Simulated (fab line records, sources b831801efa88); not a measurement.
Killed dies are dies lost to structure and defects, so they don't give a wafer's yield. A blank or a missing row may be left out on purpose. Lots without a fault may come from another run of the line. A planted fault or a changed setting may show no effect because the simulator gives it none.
fab line records | flow sky130 | part 1 of 2: steps 1 to 42 of 43
record lots=6 wafers=18 last_day=49
route steps=708 shown VIA3@589 METAL4@598 CAP2M@603 PAD_OPEN@708
lots that met no fault: from a run of the same line without faults
start_h: hours from the record's first day to the start of the lot's first wafer shown | wait_h: hours since the lot's step before | " the same as in the row above | L1.1+2: a row that stands for several wafers | - no value, or no start given | * or withheld: withheld | < > ~ a bound
route shown NAME@n: a module of which the file shows steps, and the number in the route of the first | usual: mean/standard deviation of fault-free wafers | same: alike in all rows | chamber/n: place in a boat | sites: the reading at each site | _std_site: their standard deviation | _edge_site: outer sites' mean less inner sites' | radius_mm: how far each site lies from the wafer's centre | mask NAME#n: copy n | behind: the tool/chamber that last shaped the wafer | hold: why the lot was held/for how many hours/how that ended | device: the transistor (n, p or np) that didn't switch | end of line: the same wafers' tests at the end of the route | a step without rows: its recipe alone | killed: dies lost to structure and defects at the first sort, not the wafer's yield | map: a wafer's dies, x killed, . not, _ none there
set.NAME: the setting as run; set.NAME@STEP: as run at that earlier step | model.NAME: the simulator's own value behind a step, which no gauge read
lots at some steps of the route; a table a step, a row a wafer
services: from which hour (start_h, from the record's first day; less than 0 if before it) a tool's chamber was out of use, for how many hours, and why
## steps
# step SKY_VIA3_STRIP_16
# recipe chemistry=O2/N2 power_w=1400 pressure_mtorr=1500 platen_temp_c=withheld o2_flow_sccm=3000 n2_flow_sccm=300 overash_fraction=0.5
# step SKY_VIA3_STRIP_17
# recipe chemistry=post_etch_residue_remover time_s=1200 temp_c=72.5
# step SKY_VIA3_CLEAN_18
# recipe chemistry=IPA time_s=180 temp_c=25
# step SKY_VIA3_CLEAN_19
# recipe chemistry=O3/DIW dry=n2_spin
# step SKY_VIA3_SPUTTER_20
# recipe material=TiN target_thk_nm=20 chamber_pressure_pa=5 power_w=4000 time_s=80
# usual throttle_valve_pct=29.9/1.2
# columns lot.wafer tool chamber start_h wait_h throttle_valve_pct
L374.4 pvd_sputter-02 - 951.84 0.0 29.9
L374.5 " - " " 27.7
L374.6 " - " " 30.4
L378.1 pvd_sputter-02 - 980.94 0.0 30.1
L378.2 " - " " 31.4
L378.5 " - " " 28.0
L380.2 pvd_sputter-03 - 995.43 0.0 31.0
L380.5 " - " " 28.9
L380.6 " - " " 29.2
L384.1 pvd_sputter-02 - 1020.73 0.0 29.9
L384.3 " - " " 30.0
L384.4 " - " " 27.8
L389.1 pvd_sputter-02 - 1057.06 0.0 30.0
L389.3 " - " " 31.3
L389.4 " - " " 27.9
L390.2 pvd_sputter-02 - 1058.58 0.0 27.8
L390.5 " - " " 30.4
L390.6 " - " " 28.0
# step SKY_VIA3_CVD_21
# recipe material=W target_thk_nm=390 time_s=117.31 temp_c=400 pressure_torr=40
# usual chamber_pressure_Torr=39.99/0.089 heater_power_w=828/57
# columns lot.wafer tool chamber start_h wait_h chamber_pressure_Torr heater_power_w
L374.4 cvd_w-01 0 951.94 0.1 40.00 879
L374.5 " 0 " " 39.99 889
L374.6 " 1 " " 40.16 767
L378.1 cvd_w-02 1 981.00 0.0 40.03 760
L378.2 " 0 " " 39.89 873
L378.5 " 0 " " 39.74 866
L380.2 cvd_w-01 1 995.49 0.0 40.03 780
L380.5 " 0 " " 40.00 892
L380.6 " 1 " " 40.05 800
L384.1 cvd_w-01 0 1020.79 0.0 40.00 878
L384.3 " 0 " " 40.22 891
L384.4 " 1 " " 39.97 784
L389.1 cvd_w-01 0 1057.12 0.0 40.19 887
L389.3 " 1 " " 40.05 790
L389.4 " 0 " " 40.03 906
L390.2 cvd_w-02 1 1058.64 0.0 40.00 772
L390.5 " 0 " " 40.14 864
L390.6 " 1 " " 39.93 747
# step SKY_VIA3_RS_MEAS_22
# recipe thk_meas_gauge=four-point-probe reads=W_of_VIA3_CVD_21+TiN_of_VIA3_SPUTTER_20
# usual VIA3_W_RS=0.2937/0.0029
# columns lot.wafer tool chamber start_h wait_h VIA3_W_RS[ohm/sq]
L374.4 film_metro-02 - 952.08 0.1 0.2922
L374.5 " - " " 0.2955
L374.6 " - " " 0.2937
L378.1 film_metro-04 - 981.12 0.1 0.2966
L378.2 " - " " 0.2974
L378.5 " - " " 0.2961
L380.2 film_metro-04 - 995.63 0.1 0.2972
L380.5 " - " " 0.2933
L380.6 " - " " 0.2958
L384.1 film_metro-02 - 1020.91 0.1 0.2901
L384.3 " - " " 0.2848
L384.4 " - " " 0.2943
L389.1 film_metro-03 - 1057.24 0.1 0.2903
L389.3 " - " " 0.2917
L389.4 " - " " 0.2918
L390.2 film_metro-04 - 1058.78 0.1 0.2896
L390.5 " - " " 0.2893
L390.6 " - " " 0.2884
# step SKY_VIA3_THK_MEAS_23
# recipe thk_meas_gauge=xrf reads=W_of_VIA3_CVD_21
# usual VIA3_W_THK=408/8
# columns lot.wafer tool chamber start_h wait_h VIA3_W_THK[nm]
L374.4 film_metro-02 - 952.17 0.1 415
L374.5 " - " " 411
L374.6 " - " " 412
L378.1 film_metro-04 - 981.24 0.1 402
L378.2 " - " " 403
L378.5 " - " " 401
L380.2 film_metro-04 - 995.74 0.1 396
L380.5 " - " " 404
L380.6 " - " " 399
L384.1 film_metro-02 - 1021.03 0.1 421
L384.3 " - " " 425
L384.4 " - " " 412
L389.1 film_metro-03 - 1057.36 0.1 417
L389.3 " - " " 410
L389.4 " - " " 412
L390.2 film_metro-04 - 1058.89 0.1 404
L390.5 " - " " 408
L390.6 " - " " 408
# step SKY_VIA3_CMP_24
# recipe stop_on=SiO2 t_overpolish_s=20 down_force_psi=3.5 platen_rpm=60 target_thk_nm=0 pad_velocity_m_s=0.94248
# usual edge_zone_pressure_frac=1.000/0.0047 motor_current_A=11.0/0.49 overpolish_run_s=20.000/0.0089 slurry_filter_dp_kPa=13.50/0.13 time_to_endpoint_s=95/4.3
# columns lot.wafer tool chamber start_h wait_h edge_zone_pressure_frac motor_current_A overpolish_run_s slurry_filter_dp_kPa time_to_endpoint_s
L374.4 cmp-01 2 952.35 0.2 0.987 10.4 20.004 13.72 97
L374.6 " 3 " " 0.989 11.2 19.995 13.61 97
L374.5 " 0 " " 0.998 10.3 19.999 13.66 95
L378.2 cmp-01 2 981.40 0.1 1.000 10.9 19.999 13.55 92
L378.1 " 3 " " 0.999 11.8 19.995 13.39 91
L378.5 " 1 " " 0.998 11.0 19.996 13.55 85
L380.2 cmp-02 2 997.45 1.7 1.000 10.4 19.992 13.62 96
L380.6 " 1 " " 1.001 10.1 20.020 13.53 104
L380.5 " 2 " " 1.002 10.7 19.996 13.55 98
L384.4 cmp-02 0 1021.09 0.0 0.992 11.0 20.012 13.63 95
L384.3 " 1 " " 0.994 10.4 20.003 13.67 104
L384.1 " 3 " " 1.005 10.6 19.992 13.46 99
L389.4 cmp-01 1 1057.42 0.0 1.006 10.8 20.004 13.60 93
L389.1 " 2 " " 1.007 10.5 20.000 13.52 100
L389.3 " 3 " " 1.002 11.5 20.000 13.25 101
L390.2 cmp-01 0 1059.04 0.1 0.995 11.2 20.012 13.36 91
L390.5 " 2 " " 1.010 10.8 19.998 13.35 91
L390.6 " 3 " " 1.008 11.6 20.000 13.52 94
# step SKY_METAL4_SPUTTER_00
# recipe material=Ti target_thk_nm=15 power_w=3000 time_s=10 chamber_pressure_pa=0.4
# step SKY_METAL4_SPUTTER_01
# recipe material=TiN target_thk_nm=20 power_w=6500 time_s=16.7 chamber_pressure_pa=0.4
# step SKY_METAL4_SPUTTER_02
# recipe material=AlCu target_thk_nm=735 power_w=10600 time_s=39.1 chamber_pressure_pa=0.4
# step SKY_METAL4_SPUTTER_03
# recipe material=Ti target_thk_nm=5 power_w=3000 time_s=3.3 chamber_pressure_pa=0.4
# usual throttle_valve_pct=30.6/1.1
# columns lot.wafer tool chamber start_h wait_h throttle_valve_pct
L374.4 pvd_sputter-04 - 952.59 0.0 30.6
L374.5 " - " " 32.6
L374.6 " - " " 31.3
L378.1 pvd_sputter-04 - 981.69 0.0 32.4
L378.2 " - " " 30.1
L378.5 " - " " 30.0
L380.2 pvd_sputter-02 - 997.79 0.0 30.0
L380.5 " - " " 30.2
L380.6 " - " " 31.1
L384.1 pvd_sputter-04 - 1021.48 0.0 30.7
L384.3 " - " " 31.3
L384.4 " - " " 30.9
L389.1 pvd_sputter-02 - 1057.81 0.0 28.1
L389.3 " - " " 29.9
L389.4 " - " " 31.0
L390.2 pvd_sputter-02 - 1059.33 0.0 30.3
L390.5 " - " " 28.0
L390.6 " - " " 30.1
# step SKY_METAL4_SPUTTER_04
# recipe material=TiN target_thk_nm=70 power_w=6500 time_s=58.3 chamber_pressure_pa=0.4
# usual throttle_valve_pct=30.6/1.1
# columns lot.wafer tool chamber start_h wait_h throttle_valve_pct
L374.4 pvd_sputter-04 - 952.61 0.0 30.6
L374.5 " - " " 32.5
L374.6 " - " " 31.4
L378.1 pvd_sputter-04 - 981.71 0.0 32.6
L378.2 " - " " 30.0
L378.5 " - " " 30.1
L380.2 pvd_sputter-02 - 997.81 0.0 29.6
L380.5 " - " " 29.9
L380.6 " - " " 31.2
L384.1 pvd_sputter-04 - 1021.50 0.0 31.0
L384.3 " - " " 31.4
L384.4 " - " " 30.8
L389.1 pvd_sputter-02 - 1057.83 0.0 28.1
L389.3 " - " " 30.0
L389.4 " - " " 31.2
L390.2 pvd_sputter-02 - 1059.35 0.0 30.0
L390.5 " - " " 27.9
L390.6 " - " " 30.0
# step SKY_CAP2M_CVD_00
# recipe material=SiO2 target_thk_nm=15.5 temp_c=400 time_s=withheld rf_w=450
# step SKY_CAP2M_THK_MEAS_01
# recipe reads=SiO2_of_CAP2M_CVD_00
# usual CAP2M_CVD_00_THK=15.48/0.24
# columns lot.wafer tool chamber start_h wait_h CAP2M_CVD_00_THK[nm]
L374.4 film_metro-01 - 952.71 - 15.37
L374.5 " - " " 15.55
L374.6 " - " " 16.02
L378.1 film_metro-01 - 981.78 - 15.07
L378.2 " - " " 15.37
L378.5 " - " " 15.60
L380.2 film_metro-02 - 997.89 - 15.43
L380.5 " - " " 15.33
L380.6 " - " " 15.39
L384.1 film_metro-01 - 1021.57 - 15.34
L384.3 " - " " 15.51
L384.4 " - " " 15.78
L389.1 film_metro-03 - 1057.90 - 15.14
L389.3 " - " " 15.43
L389.4 " - " " 15.41
L390.2 film_metro-02 - 1059.43 - 15.36
L390.5 " - " " 15.80
L390.6 " - " " 15.34
# step SKY_CAP2M_SPUTTER_02
# recipe material=TiN target_thk_nm=200 temp_c=300 power_w=6500 time_s=166.7 chamber_pressure_pa=0.4
# step SKY_CAP2M_RS_MEAS_03
# recipe thk_meas_gauge=four-point-probe reads=TiN_of_CAP2M_SPUTTER_02
# usual CAP2M_TIN_RS=6.95/0.069
# columns lot.wafer tool chamber start_h wait_h CAP2M_TIN_RS[ohm/sq]
L374.4 film_metro-03 - 952.91 0.1 6.98
L374.5 " - " " 6.94
L374.6 " - " " 6.98
L378.1 film_metro-03 - 981.95 0.1 7.02
L378.2 " - " " 7.01
L378.5 " - " " 7.03
L380.2 film_metro-01 - 998.07 0.1 6.94
L380.5 " - " " 6.92
L380.6 " - " " 6.87
L384.1 film_metro-03 - 1021.74 0.1 6.84
L384.3 " - " " 6.84
L384.4 " - " " 6.89
L389.1 film_metro-01 - 1058.07 0.1 6.98
L389.3 " - " " 6.92
L389.4 " - " " 6.85
L390.2 film_metro-02 - 1059.61 0.1 6.94
L390.5 " - " " 6.88
L390.6 " - " " 6.96
# step SKY_CAP2M_THK_MEAS_04
# recipe thk_meas_gauge=xrf reads=TiN_of_CAP2M_SPUTTER_02
# usual CAP2M_TIN_THK=199.1/2.2
# columns lot.wafer tool chamber start_h wait_h CAP2M_TIN_THK[nm]
L374.4 film_metro-03 - 953.00 0.1 197.5
L374.5 " - " " 197.8
L374.6 " - " " 196.5
L378.1 film_metro-03 - 982.07 0.1 195.6
L378.2 " - " " 196.8
L378.5 " - " " 195.9
L380.2 film_metro-01 - 998.18 0.1 200.4
L380.5 " - " " 201.5
L380.6 " - " " 202.5
L384.1 film_metro-03 - 1021.86 0.1 202.2
L384.3 " - " " 202.1
L384.4 " - " " 201.2
L389.1 film_metro-01 - 1058.19 0.1 198.2
L389.3 " - " " 200.1
L389.4 " - " " 201.6
L390.2 film_metro-02 - 1059.72 0.1 199.5
L390.5 " - " " 201.3
L390.6 " - " " 200.4
# step SKY_CAP2M_DEHYDRATE_05
# recipe temp_c=200 time_s=60
# step SKY_CAP2M_HMDS_06
# recipe prime_time_s=60 prime_temp_c=120
# step SKY_CAP2M_COAT_07
# recipe resist=NOVOLAK spin_rpm=3000 resist_thk_nm=1140
# step SKY_CAP2M_SOFTBAKE_08
# recipe temp_c=90 time_s=60 resist=NOVOLAK
# step SKY_CAP2M_EXPOSE_09
# recipe mask_id=CAP2M na=0.6 source_shape=conventional sigma_outer=0.6 polarization=unpolarized target_cd_nm=1000 dose_mj=159
# step SKY_CAP2M_PEB_10
# recipe temp_c=withheld time_s=* resist=NOVOLAK
# step SKY_CAP2M_DEVELOP_11
# recipe resist=NOVOLAK developer=TMAH develop_time_s=60 dev_temp_c=23
# step SKY_CAP2M_OVL_MEAS_12
# usual CAP2M_OVL=-0.2/1.4
# columns lot.wafer tool chamber start_h wait_h CAP2M_OVL[nm]
L374.4 overlay-01 - 977.25 0.1 -1.0
L374.5 " - " " 0.3
L374.6 " - " " -1.0
L378.1 overlay-01 - 1005.44 0.1 0.9
L378.2 " - " " -1.9
L378.5 " - " " -0.8
L380.2 overlay-01 - 1019.53 0.1 -0.7
L380.5 " - " " -1.8
L380.6 " - " " 0.6
L384.1 overlay-01 - 1044.59 0.1 -1.3
L384.3 " - " " 0.6
L384.4 " - " " -0.7
L389.1 overlay-01 - 1079.63 0.1 -2.1
L389.3 " - " " -1.5
L389.4 " - " " -1.1
L390.2 overlay-02 - 1080.83 0.1 -0.6
L390.5 " - " " -0.5
L390.6 " - " " 0.0
# step SKY_CAP2M_METAL_ETCH_13
# recipe target_depth_nm=220 stop_on=SiO2 chemistry=Cl2/BCl3 target=TiN pressure_mtorr=10 icp_w=900 bias_w=48.5 Cl2_flow_sccm=60 bcl3_flow_sccm=30 time_s=62.9
# step SKY_CAP2M_STRIP_14
# recipe chemistry=O2/N2 power_w=1400 pressure_mtorr=1500 platen_temp_c=withheld o2_flow_sccm=3000 n2_flow_sccm=300 overash_fraction=0.5
# usual drypump_motor_current_A=5.9/0.31 n2_flow_sccm=299.8/0.88 oes_product_au=0.710/0.0049 strip_time_to_endpoint_s=12.65/0.042
# columns lot.wafer tool chamber start_h wait_h drypump_motor_current_A n2_flow_sccm oes_product_au rf_hours_counter_h strip_time_to_endpoint_s
L374.4 plasma_asher-04 0 977.38 0.1 5.4 298.8 0.718 - 12.75
L374.5 " 1 " " 6.3 300.3 0.707 - 12.64
L374.6 " 0 " " 5.4 298.3 0.715 - 12.72
L378.1 plasma_asher-04 0 1005.55 0.1 5.4 298.4 0.707 30 12.66
L378.2 " 1 " " 6.3 300.6 0.712 30 12.66
L378.5 " 0 " " 5.3 300.0 0.708 - 12.71
L380.2 plasma_asher-03 0 1019.64 0.1 6.3 300.9 0.709 111 12.62
L380.5 " 0 " " 6.3 300.1 0.718 - 12.65
L380.6 " 1 " " 5.8 298.3 0.717 - 12.63
L384.1 plasma_asher-02 1 1044.70 0.1 6.0 299.1 0.706 62 12.67
L384.3 " 1 " " 6.0 298.2 0.712 - 12.71
L384.4 " 0 " " 6.0 298.8 0.720 - 12.67
L389.1 plasma_asher-04 1 1079.82 0.1 6.3 300.3 0.716 37 12.65
L389.3 " 1 " " 6.3 299.2 0.720 - 12.62
L389.4 " 0 " " 5.4 298.3 0.709 - 12.65
L390.2 plasma_asher-04 0 1080.94 0.1 5.4 300.0 0.720 37 12.65
L390.5 " 0 " " 5.3 302.2 0.704 - 12.63
L390.6 " 1 " " 6.3 298.2 0.704 - 12.68
# step SKY_CAP2M_STRIP_15
# recipe chemistry=post_etch_residue_remover time_s=1200 temp_c=72.5
# step SKY_CAP2M_CLEAN_16
# recipe chemistry=IPA time_s=180 temp_c=25
# step SKY_CAP2M_CLEAN_17
# recipe chemistry=O3/DIW dry=n2_spin
# step SKY_METAL4_DEHYDRATE_05
# recipe temp_c=200 time_s=60
# step SKY_METAL4_HMDS_06
# recipe prime_time_s=60 prime_temp_c=120
# step SKY_METAL4_COAT_07
# recipe resist=BARC temp_c=withheld time_s=withheld spin_rpm=3000 resist_thk_nm=60.65
# step SKY_METAL4_COAT_08
# recipe resist=KrF-thick spin_rpm=3000 resist_thk_nm=1140
# step SKY_METAL4_SOFTBAKE_09
# recipe temp_c=100 time_s=90 resist=KrF-thick
# step SKY_METAL4_EXPOSE_10
# recipe mask_id=MM4 na=0.68 source_shape=annular sigma_inner=0.4 sigma_outer=0.8 target_cd_nm=300 dose_mj=28
# step SKY_METAL4_PEB_11
# recipe peb_temp_c=withheld peb_time_s=withheld resist=KrF-thick
# step SKY_METAL4_DEVELOP_12
# recipe develop_time_s=60 resist=KrF-thick dev_temp_c=21
# step SKY_METAL4_CD_MEAS_13
# recipe target_cd_nm=300
# usual cd_nm=299.8/1.3
# columns lot.wafer tool chamber start_h wait_h cd_nm
L374.4 cd_sem-01 - 1002.24 - 298.5
L374.5 " - " " 299.8
L374.6 " - " " 298.3
L378.1 cd_sem-02 - 1029.29 - 300.8
L378.2 " - " " 301.4
L378.5 " - " " 300.2
L380.2 cd_sem-02 - 1043.51 - 300.6
L380.5 " - " " 301.4
L380.6 " - " " 299.4
L384.1 cd_sem-02 - 1067.24 - 298.9
L384.3 " - " " 300.3
L384.4 " - " " 301.4
L389.1 cd_sem-02 - 1101.68 - 299.2
L389.3 " - " " 299.6
L389.4 " - " " 300.1
L390.2 cd_sem-02 - 1102.40 - 300.3
L390.5 " - " " 302.0
L390.6 " - " " 301.2
# step SKY_METAL4_OVL_MEAS_14
# usual METAL4_OVL=-1/5.2
# columns lot.wafer tool chamber start_h wait_h METAL4_OVL[nm]
L374.4 overlay-01 - 1002.32 0.1 -1
L374.5 " - " " 9
L374.6 " - " " 0
L378.1 overlay-02 - 1029.41 0.1 0
L378.2 " - " " 4
L378.5 " - " " -1
L380.2 overlay-01 - 1043.61 0.1 -5
L380.5 " - " " -1
L380.6 " - " " -5
L384.1 overlay-02 - 1067.36 0.1 -6
L384.3 " - " " -3
L384.4 " - " " -8
L389.1 overlay-02 - 1101.80 0.1 1
L389.3 " - " " 1
L389.4 " - " " 2
L390.2 overlay-01 - 1102.50 0.1 -3
L390.5 " - " " -5
L390.6 " - " " 1
